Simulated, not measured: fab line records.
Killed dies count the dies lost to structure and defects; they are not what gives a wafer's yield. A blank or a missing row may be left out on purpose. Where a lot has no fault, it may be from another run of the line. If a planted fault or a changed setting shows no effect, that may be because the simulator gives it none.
A struck lot beside a sound one ; flow sfq-line ; 14 steps out of a route of 325
Sound: the wafers L270.2, L270.5, L270.6. Struck: wafers L284.2, L284.6 (left out: L284.5, a lot-mate that was not struck); the cause follows at the end.
Per side, at each step with rows, come the tool, then ch with its chambers, and then its first start. Under that, the readings that differ: sound wafers ; struck wafers ; difference of the means ; sigmas: that difference in standard deviations of wafers without a fault.
alike: readings whose means differ by less than 2 such deviations, and words and numbers that are the same on both sides. not compared: withheld readings, readings that some wafer has no value for, bounds like >300 that may hide the same value, and numbers for which the record gives no deviation and whose values overlap.
A row with sigmas, a row that says differs or no value, or rows on one side alone: a step with any of these is where the two part. Numbers that have no deviation but don't overlap get no sigmas and don't part them. A reading missing from all wafers of one side parts the sides only when that side holds two or more wafers.

SFQ_INCOMING_BOW_MEAS_900:
  sound on film-metro-03 at day 1 10:01; struck on film-metro-03 at day 4 08:01
  alike: INCOMING_BOW
then, 1 step without rows for these wafers: SFQ_TRILAYER_INCOMING_OXIDATION_002 (target thk 500 nm, ox time 4939 s).
SFQ_TRILAYER_L0_DEP_SPUTTER_003: material MoNx KI, target thk 40 nm, time 100 s.
  sound on pvd-sputter-06 at day 1 12:29; struck on pvd-sputter-06 at day 4 10:29
  alike: throttle-valve-pct
SFQ_L0_RS_MEAS_901: measures by four-point-probe.
  sound on film-metro-01 at day 1 12:35; struck on film-metro-01 at day 4 10:35
reading;sound;struck;difference;sigmas
L0_MONX_KI_RS (ohm/sq);43.1 43.0 42.9;44.3 44.3;+1.3;+3
SFQ_L0_THK_MEAS_902: measures by xrf.
  sound on film-metro-01 at day 1 12:41; struck on film-metro-01 at day 4 10:41
reading;sound;struck;difference;sigmas
L0_MONX_KI_THK (nm);40.4 40.6 40.7;39.3 39.3;-1.3;-3
then, 6 steps without rows for these wafers: SFQ_TRILAYER_L0_LITHO_COAT_010 (resist thk 62 nm); SFQ_TRILAYER_L0_LITHO_COAT_005 (resist thk 600 nm); SFQ_TRILAYER_L0_LITHO_SOFTBAKE_009; SFQ_TRILAYER_L0_LITHO_EXPOSE_006 (exposes mask L0, target cd 2000 nm); SFQ_TRILAYER_L0_LITHO_PEB_008 (peb time 60 s); SFQ_TRILAYER_L0_LITHO_DEVELOP_007 (time 60 s).
-- the record jumps here: 3 days lie between the struck wafers' starts before and after --
SFQ_TRILAYER_L0_BARC_OPEN_METAL_ETCH_010: etches BARC in O2, target depth 125 nm, time 41.7 s.
  sound on rie-metal-04 ch 0,1, day 4 11:31; struck on rie-metal-04 ch 0, day 7 22:08
  alike: drypump-motor-current-A, oes-product-au, rf-fwd-power-W
  not compared: rf-hours-counter-h
SFQ_TRILAYER_L0_ETCH_METAL_ETCH_008: etches MoNx KI in SF6/O2, stops on SiO2, target depth 50 nm, time 25 s.
  sound on rie-metal-04 ch 0,1, day 4 11:34; struck on rie-metal-04 ch 0, day 7 22:11
reading;sound;struck;difference;sigmas
oes-product-au (a.u.);0.875 0.881 0.891;0.863 0.867;-0.017;-2
rf-fwd-power-W (W);594.1 590.0 592.0;497.3 499.5;-93.6;-37
model.KrF_of_TRILAYER_L0_LITHO_COAT_005.thk-nm (nm);481 480.1 479.2;486.9 485;+5.8;
  alike: drypump-motor-current-A
  not compared: rf-hours-counter-h
SFQ_TRILAYER_L0_STRIP_STRIP_009: strips in O2.
  sound on rie-metal-04 ch 0,1, day 4 11:37; struck on rie-metal-04 ch 0, day 7 22:14
  alike: drypump-motor-current-A, oes-product-au
  not compared: rf-hours-counter-h

WHERE THEY PART
Last at SFQ_TRILAYER_L0_ETCH_METAL_ETCH_008 as far as this record goes, first at SFQ_L0_RS_MEAS_901. Later steps at which nothing parts them and some readings are alike: SFQ_TRILAYER_L0_STRIP_STRIP_009.

WHY: what the simulator had put in
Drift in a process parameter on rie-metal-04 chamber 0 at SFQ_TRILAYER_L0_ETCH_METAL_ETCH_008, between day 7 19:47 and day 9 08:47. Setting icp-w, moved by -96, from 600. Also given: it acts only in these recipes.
